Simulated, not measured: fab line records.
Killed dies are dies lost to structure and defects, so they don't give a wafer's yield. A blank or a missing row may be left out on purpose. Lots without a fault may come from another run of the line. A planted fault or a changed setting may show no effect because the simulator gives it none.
Chamber matching | flow gf180mcu | GF_V5_CMP_04 on cmp-02 has 4 sister chambers
The step polishes SiO2. 4 wafers are shown with their chamber, then 9 later ones without.

## WAFERS WITH THEIR CHAMBER
wafer  | chamber | motor-current-A (A)
L368.3 | 2       | 9.8
L368.4 | 0       | 12.6
L370.1 | 3       | 11.3
L370.6 | 1       | 13.4

## WAFERS MISSING THEIR CHAMBER
wafer  | motor-current-A (A)
L374.2 | 13.2
L374.4 | 11.3
L374.6 | 12.4
L378.2 | 13.6
L378.3 | 13.2
L378.6 | 11.1
L382.2 | 13.3
L382.4 | 10.9
L382.6 | 13.2

## WHICH CHAMBER EACH WENT THROUGH
wafer  | from the rows above     | in truth
L374.2 | can't be placed: 1 or 0 | 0
L374.4 | 3                       | 3
L374.6 | 0                       | 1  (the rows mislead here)
L378.2 | 1                       | 1
L378.3 | can't be placed: 1 or 0 | 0
L378.6 | 3                       | 3
L382.2 | 1                       | 1
L382.4 | 3                       | 3
L382.6 | can't be placed: 1 or 0 | 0
Correctly placed: 5 of 9. Cannot be placed on the basis of these rows: 3; the candidates contain the true chamber in 3. Placed wrongly: 1.
How it was worked out, from the rows above alone: a wafer's distance from a chamber is the root of the sum, over the readings, of the square of ((its reading less the chamber's mean) divided by the reading's scatter). If the next closest chamber is less than 2 further off than the closest, the wafer can't be placed; otherwise it belongs to the closest. The mean given for a chamber averages the wafers shown for that chamber. The scatter (one wafer shown for each chamber): square how far every hidden wafer sits from the nearest shown wafer, average those squares and take the square root.
